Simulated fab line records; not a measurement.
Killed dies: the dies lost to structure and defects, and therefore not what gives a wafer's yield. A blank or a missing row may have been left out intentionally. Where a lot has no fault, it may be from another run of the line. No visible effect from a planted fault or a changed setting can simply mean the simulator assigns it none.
A lot that was struck, set against a sound lot / flow sky130 / 34 out of 708 route steps
Sound: the wafers L570.2, L570.4, L570.5. Wafers L576.1, L576.2, L576.3 were the ones struck. At the end, the cause is stated.
Order at every step that has rows: each side's tool, ch and its chambers, its first start. Under that, the readings that differ: sound wafers / struck wafers / difference of the means / sigmas: that difference in standard deviations of wafers without a fault.
alike: readings with means less than 2 such deviations apart, plus words and numbers identical on both sides. not compared: withheld readings, readings lacking a value on some wafer, bounds such as >300 that could conceal the same value, and numbers that have no deviation in the record and whose values overlap.
Wherever a step has rows on one side only, a row that says differs or no value, or a row with sigmas, the two part there. When numbers do not overlap yet have no deviation, they are printed without sigmas and do not part them. A reading that every wafer of one side lacks parts them only if that side has two wafers or more.

first, 9 steps without rows for these wafers: SKY_METAL1_DEHYDRATE_07 (time 60 s); SKY_METAL1_HMDS_08 (prime time 60 s); SKY_METAL1_COAT_09 (resist thk 60 nm); SKY_METAL1_COAT_10 (resist thk 450 nm); SKY_METAL1_SOFTBAKE_11 (time 90 s); SKY_METAL1_EXPOSE_12 (exposes mask MM1, target cd 140 nm); SKY_METAL1_PEB_13; SKY_METAL1_DEVELOP_14 (develop time 60 s); SKY_METAL1_DESCUM_17 (chemistry O2, time 8 s).
SKY_METAL1_ETCH_18: etches BARC in N2/H2, stops on SiO2, time 45.9 s, target depth 60 nm.
  sound on rie metal-04 ch 1, day 33 16:13; struck on rie metal-04 ch 0,1, day 36 12:12
  alike: bias w, drypump motor current A, oes product au, throttle valve pct
  not compared: rf hours counter h
then, 23 steps without rows for these wafers: SKY_METAL1_METAL_ETCH_19 (etches the open film in Cl2/BCl3, stops on SiO2, target depth 360 nm, time 78 s); SKY_METAL1_STRIP_20 (strips in O2/N2); SKY_METAL1_STRIP_21 (strips in post etch residue remover, time 1200 s); SKY_METAL1_CLEAN_22 (cleans in IPA, time 180 s); SKY_METAL1_CLEAN_23 (cleans in O3/DIW); SKY_VIA1_HDPCVD_00 (deposits SiO2, target thk 1030 nm, time 171.7 s); SKY_VIA1_CMP_02 (polishes SiO2); SKY_VIA1_DEHYDRATE_04 (time 60 s); SKY_VIA1_HMDS_05 (prime time 60 s); SKY_VIA1_COAT_06 (resist thk 60 nm); SKY_VIA1_COAT_07 (resist thk 450 nm); SKY_VIA1_SOFTBAKE_08 (time 90 s); SKY_VIA1_EXPOSE_09 (exposes mask VIM, target cd 150 nm); SKY_VIA1_PEB_10; SKY_VIA1_DEVELOP_11 (develop time 60 s); SKY_VIA1_ETCH_14 (etches BARC in N2/H2, stops on SiO2, time 45.9 s, target depth 60 nm); SKY_VIA1_ETCH_15 (etches SiO2 in C4F8/O2/Ar, stops on TiN, target depth 351 nm, time 54 s); SKY_VIA1_STRIP_16 (strips in O2/N2); SKY_VIA1_STRIP_17 (strips in post etch residue remover, time 1200 s); SKY_VIA1_CLEAN_18 (cleans in IPA, time 180 s); SKY_VIA1_CLEAN_19 (cleans in O3/DIW); SKY_VIA1_SPUTTER_20 (material TiN, target thk 20 nm, time 80 s); SKY_VIA1_CVD_21 (deposits W, target thk 270 nm, time 80.902 s).
-- the record jumps here: 12 days lie between the struck wafers' starts before and after (it left off in module VIA1 and takes up again in module PAD_OPEN, whose first step shown is number 708 of the route) --
SKY_PAD_OPEN_PROBE_99:
  struck on prober-01, day 48 07:11; sound on prober-02, day 46 06:48
reading=defect limited yield (%); sound=83.7 83.9 82.9; struck=81.3 74.8 72.6; difference=-7.3; sigmas=-4
reading=killed_at_M0_to_M3; sound=46 46 48; struck=57 89 98; difference=+35; sigmas=+5
reading=killed dies; sound=80 79 84; struck=92 124 135; difference=+36; sigmas=+4
reading=sort_bin_3_pad_short (%); sound=0.6 1.0 1.2; struck=2.8 2.8 4.7; difference=+2.5; sigmas=+5
reading=sort_bin_5_function (%); sound=9.1 7.7 9.3; struck=10.4 15.4 16.5; difference=+5.4; sigmas=+4
reading=sort n pass; sound=412 413 408; struck=400 368 357; difference=-36; sigmas=-4
reading=sort yield pct (%); sound=83.7 83.9 82.9; struck=81.3 74.8 72.6; difference=-7.3; sigmas=-4
reading=model.etest.tester.sort n pass; sound=412 413 408; struck=400 368 357; difference=-36; sigmas=
reading=model.etest.tester.sort yield pct (%); sound=83.74 83.94 82.93; struck=81.3 74.8 72.56; difference=-7.3; sigmas=
reading=model.etest.tester.sort_bin_5_pct (%); sound=9.146 7.724 9.35; struck=10.37 15.45 16.46; difference=+5.35; sigmas=
reading=model.etest.tester.sort_bin_3_pct (%); sound=0.6098 1.016 1.22; struck=2.846 2.846 4.675; difference=+2.507; sigmas=
  alike: killed_at_M4_up, killed at contacts, killed at front end, killed at other, killed open, killed short, sort_bin_6_memory

WHERE THEY PART
Within this record, at SKY_PAD_OPEN_PROBE_99 only.

WHY: the cause the simulator had injected
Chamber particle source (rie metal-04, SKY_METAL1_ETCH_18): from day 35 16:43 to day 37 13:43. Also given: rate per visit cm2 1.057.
